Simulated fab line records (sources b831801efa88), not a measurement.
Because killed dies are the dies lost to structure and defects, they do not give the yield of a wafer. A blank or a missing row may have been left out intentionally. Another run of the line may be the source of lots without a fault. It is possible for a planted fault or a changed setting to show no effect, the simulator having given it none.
Split-lot experiment    flow sky130    23 wafers read across 5 lots, on a route 708 steps long

## ABOUT THE SPLIT
At SKY_CAP2M_EXPOSE_09 (exposes mask CAP2M, target cd 1000 nm), the setting dose_mj was moved away from the recipe's 159 on 7 of the 23 wafers read, by -6.2% to +4.9%. The other wafers ran this setting at the recipe's value.

## FROM THE SPLIT TO THE READING: what the file shows between them, 2 steps
- SKY_CAP2M_PEB_10
- SKY_CAP2M_DEVELOP_11: develop time 60 s

## THE READING
CAP2M.cd_nm (the simulator's own value, which no gauge read), in nm, at SKY_CAP2M_METAL_ETCH_13 (etches TiN in Cl2/BCl3, stops on SiO2, target depth 220 nm, time 62.9 s). There is no usual value for it anywhere in the file. Across the 16 wafers here that went through the recipe, the average is 1000.3 nm and the standard deviation 1.8 nm.

wafer   tool, chamber at the split  dose_mj as run  against the recipe  CAP2M.cd_nm, nm  against lot-mates on the recipe
L074.1  iline_stepper-02, 0         159             recipe              999.1            -
L074.2  iline_stepper-02, 0         159             recipe              1000             -
L074.3  iline_stepper-02, 0         159             recipe              996.5            -
L074.4  iline_stepper-02, 0         149.1           -6.2%               1017             +18.5
L074.5  iline_stepper-02, 0         149.1           -6.2%               1019             +20.5
L076.1  iline_stepper-01, 0         159             recipe              998.7            -
L076.2  iline_stepper-01, 0         159             recipe              998.2            -
L076.3  iline_stepper-01, 0         159             recipe              1001             -
L076.6  iline_stepper-01, 0         159             recipe              1001             -
L076.5  iline_stepper-01, 0         159             recipe              999.2            -
L081.1  iline_stepper-01, 0         155.4           -2.3%               1007             +5.6
L081.2  iline_stepper-01, 0         155.4           -2.3%               1010             +8.6
L081.3  iline_stepper-01, 0         159             recipe              999.7            -
L081.5  iline_stepper-01, 0         159             recipe              1003             -
L081.6  iline_stepper-01, 0         155.4           -2.3%               1009             +7.6
L083.2  iline_stepper-02, 0         166.8           +4.9%               987.8            -14.9
L083.3  iline_stepper-02, 0         159             recipe              1004             -
L083.4  iline_stepper-02, 0         166.8           +4.9%               989.3            -13.4
L083.5  iline_stepper-02, 0         159             recipe              1001             -
L083.6  iline_stepper-02, 0         159             recipe              1003             -
L084.1  iline_stepper-01, 0         159             recipe              1000             -
L084.2  iline_stepper-01, 0         159             recipe              1000             -
L084.5  iline_stepper-01, 0         159             recipe              999.9            -

FIT RESULTS
A straight line over all 23 wafers: CAP2M.cd_nm changes by -2.75 nm for each +1% of dose_mj; r = -0.96; the points scatter about the line by 1.9 nm.
The same after taking each lot's own level away (the mean of its wafers on the recipe; 23 wafers): -3.04 nm for each +1%; r = -0.99; scatter 1.3 nm.
On that fit, the largest move of dose_mj shifts the reading by 19 nm.
The lots' own levels span 998.53 to 1002.67 nm, that is 2.2 times the standard deviation above.
The two slopes agree, so the slope changes little with the lot-to-lot level.
Check: with one of the wafers moved furthest among these (-6.2%) left out of the fit, the line predicts +19.4 nm for it against its lot-mates. It came out at +18.5 nm against them.

## ADDITIONAL SPLITS CARRIED BY THESE WAFERS
Note: prior to the reading, these wafers also went through further splits. Each is held against what the fit with the lots' levels taken away leaves over:
other split on the same wafers     wafers away from the commonest value  r with CAP2M.cd_nm (lot level and that fit taken away)
SKY_VIA2_DEVELOP_11 dev_temp_c     5                                     -0.11
SKY_VIA2_CVD_21 temp_c             10                                    -0.04
SKY_CAPM_SPUTTER_02 power_w        8                                     +0.03
SKY_VIA3_HDPCVD_00 sih4_flow_sccm  7                                     -0.12

## FILE'S OWN FIT
CAP2M.cd_nm changes by -3.04 nm for each +1% of dose_mj, r = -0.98.
